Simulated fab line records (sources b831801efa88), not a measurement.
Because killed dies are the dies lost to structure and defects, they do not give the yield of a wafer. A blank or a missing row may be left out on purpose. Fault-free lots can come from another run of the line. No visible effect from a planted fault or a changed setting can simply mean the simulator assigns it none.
A lot that was struck, set against a sound lot	flow sky130	43 steps out of a route of 708
Sound: the wafers L165.1, L165.5, L165.6. The struck wafers were L180.1, L180.2, L180.4. The cause is named last.
Each step with rows lists, per side, the tool, then ch with its chambers, then its first start. Under that, the readings that differ: sound wafers	struck wafers	difference of the means	sigmas: that difference in standard deviations of wafers without a fault.
alike: same words and numbers on both sides, and readings whose means sit less than 2 such deviations apart. not compared: any withheld reading, any reading some wafer has no value for, any bound like >300 that may hide the same value, and any number with overlapping values for which the record gives no deviation.
A row with sigmas, a row that says differs or no value, or rows on one side alone: a step with any of these is where the two part. Numbers that don't overlap but have no deviation are shown without sigmas and don't part them. A reading that every wafer of one side lacks parts them only if that side has two wafers or more.

first, 6 steps without rows for these wafers: SKY_CONTACT_COAT_08 (resist thk 60 nm); SKY_CONTACT_COAT_09 (resist thk 450 nm); SKY_CONTACT_SOFTBAKE_10 (time 90 s); SKY_CONTACT_EXPOSE_11 (exposes mask CTM1, target cd 170 nm); SKY_CONTACT_PEB_12; SKY_CONTACT_DEVELOP_13 (develop time 60 s).
SKY_CONTACT_CD_MEAS_14: target cd 170 nm.
  struck on cd_sem-02, day 38 06:20; sound on cd_sem-01, day 33 11:32
  alike: cd_nm
SKY_CONTACT_OVL_MEAS_15:
  struck on overlay-02, day 38 06:27; sound on overlay-02, day 33 11:39
reading	sound	struck	difference	sigmas
CONTACT_OVL (nm)	-9 -11 -3	6 7 4	+13	+3
SKY_CONTACT_ETCH_16: etches BARC in N2/H2, stops on SiO2, time 45.9 s, target depth 60 nm.
  sound on rie_diel-02 ch 0,1, day 33 11:41; struck on rie_diel-02 ch 1,3, day 38 06:29
  alike: drypump_motor_current_A, oes_product_au, throttle_valve_pct
  not compared: rf_hours_counter_h
then, 3 steps without rows for these wafers: SKY_CONTACT_ETCH_17 (etches SiO2 in C4F8/O2/Ar, stops on Si3N4, target depth 340 nm); SKY_CONTACT_ETCH_18 (etches Si3N4 in CHF3/O2, stops on TiN, time 39 s, target depth 75 nm); SKY_CONTACT_STRIP_19 (strips in O2/N2).
SKY_CONTACT_STRIP_20: strips in post etch residue remover, time 1200 s.
  sound on wet_bench-03 ch 2, day 33 11:55; struck on wet_bench-03 ch 3, day 38 06:43
then, 2 steps without rows for these wafers: SKY_CONTACT_CLEAN_21 (cleans in IPA, time 180 s); SKY_CONTACT_CLEAN_22 (cleans in O3/DIW).
SKY_CONTACT_SPUTTER_23: material TiN, target thk 20 nm, time 80 s.
  struck on pvd_sputter-04, day 38 07:14; sound on pvd_sputter-04, day 33 12:25
  alike: throttle_valve_pct
then, 1 step without rows for these wafers: SKY_CONTACT_CVD_24 (deposits W, target thk 340 nm, time 102.12 s).
SKY_CONTACT_RS_MEAS_25: measurement is done with a four-point probe.
  struck on film_metro-04, day 38 07:25; sound on film_metro-01, day 33 12:35
  alike: CONTACT_W_RS
SKY_CONTACT_THK_MEAS_26: measures by xrf.
  struck on film_metro-04, day 38 07:32; sound on film_metro-01, day 33 12:42
  alike: CONTACT_W_THK
SKY_CONTACT_CMP_27: polishes, stops on SiO2, t overpolish 15 s, target thk 0 nm.
  sound on cmp-02 ch 0,3, day 33 12:49; struck on cmp-01 ch 0,2,3, day 38 07:35
  alike: motor_current_A, overpolish_run_s, time_to_endpoint_s
then, 3 steps without rows for these wafers: SKY_METAL1_SPUTTER_00 (material Ti, target thk 15 nm, time 10 s); SKY_METAL1_SPUTTER_01 (material TiN, target thk 20 nm, time 16.7 s); SKY_METAL1_SPUTTER_02 (material AlCu, target thk 250 nm, time 13.3 s).
SKY_METAL1_SPUTTER_03: material Ti, target thk 5 nm, time 3.3 s.
  struck on pvd_sputter-01, day 38 07:58; sound on pvd_sputter-01, day 33 13:08
  alike: throttle_valve_pct
then, 1 step without rows for these wafers: SKY_METAL1_SPUTTER_04 (material TiN, target thk 70 nm, time 58.3 s).
SKY_METAL1_RS_MEAS_05: measurement is done with a four-point probe.
  struck on film_metro-01, day 38 08:02; sound on film_metro-02, day 33 13:12
  alike: METAL1_ALCU_RS
SKY_METAL1_THK_MEAS_06: measures by xrf.
  struck on film_metro-01, day 38 08:09; sound on film_metro-02, day 33 13:19
  alike: METAL1_ALCU_THK
then, 8 steps without rows for these wafers: SKY_METAL1_DEHYDRATE_07 (time 60 s); SKY_METAL1_HMDS_08 (prime time 60 s); SKY_METAL1_COAT_09 (resist thk 60 nm); SKY_METAL1_COAT_10 (resist thk 450 nm); SKY_METAL1_SOFTBAKE_11 (time 90 s); SKY_METAL1_EXPOSE_12 (exposes mask MM1, target cd 140 nm); SKY_METAL1_PEB_13; SKY_METAL1_DEVELOP_14 (develop time 60 s).
SKY_METAL1_CD_MEAS_15: target cd 140 nm.
  struck on cd_sem-01, day 39 08:01; sound on cd_sem-02, day 34 16:10
  alike: cd_nm
SKY_METAL1_OVL_MEAS_16:
  struck on overlay-01, day 39 08:08; sound on overlay-02, day 34 16:17
  alike: METAL1_OVL
then, 2 steps without rows for these wafers: SKY_METAL1_DESCUM_17 (chemistry O2, time 8 s); SKY_METAL1_ETCH_18 (etches BARC in N2/H2, stops on SiO2, time 45.9 s, target depth 60 nm).
SKY_METAL1_METAL_ETCH_19: etches the open film in Cl2/BCl3, stops on SiO2, target depth 360 nm, time 78 s.
  sound on rie_metal-03 ch 0,1, day 34 16:25; struck on rie_metal-01 ch 0,1, day 39 08:16
  alike: drypump_motor_current_A, oes_product_au, throttle_valve_pct
  not compared: rf_hours_counter_h
then, 2 steps without rows for these wafers: SKY_METAL1_STRIP_20 (strips in O2/N2); SKY_METAL1_STRIP_21 (strips in post etch residue remover, time 1200 s).
-- the record jumps here: 11 days lie between the struck wafers' starts before and after (it left off in module METAL1 and takes up again in module PAD_OPEN, whose first step shown is number 708 of the route) --
SKY_PAD_OPEN_PROBE_99:
  struck on prober-02, day 50 13:21; sound on prober-01, day 47 05:43
reading	sound	struck	difference	sigmas
hold	- - -	await_dispo/2.9h/release await_dispo/2.9h/release await_dispo/2.9h/release	no value on the sound wafers	
killed_at_contacts	18 33 23	74 63 73	+45	+8
killed_dies	97 94 76	132 127 122	+38	+4
  alike: killed_at_M0_to_M3, killed_at_M4_up, killed_at_front_end, killed_at_other, killed_open, killed_short

WHERE THEY PART
Last at SKY_PAD_OPEN_PROBE_99 as far as this record goes, first at SKY_CONTACT_OVL_MEAS_15.

WHY: what the simulator had put in
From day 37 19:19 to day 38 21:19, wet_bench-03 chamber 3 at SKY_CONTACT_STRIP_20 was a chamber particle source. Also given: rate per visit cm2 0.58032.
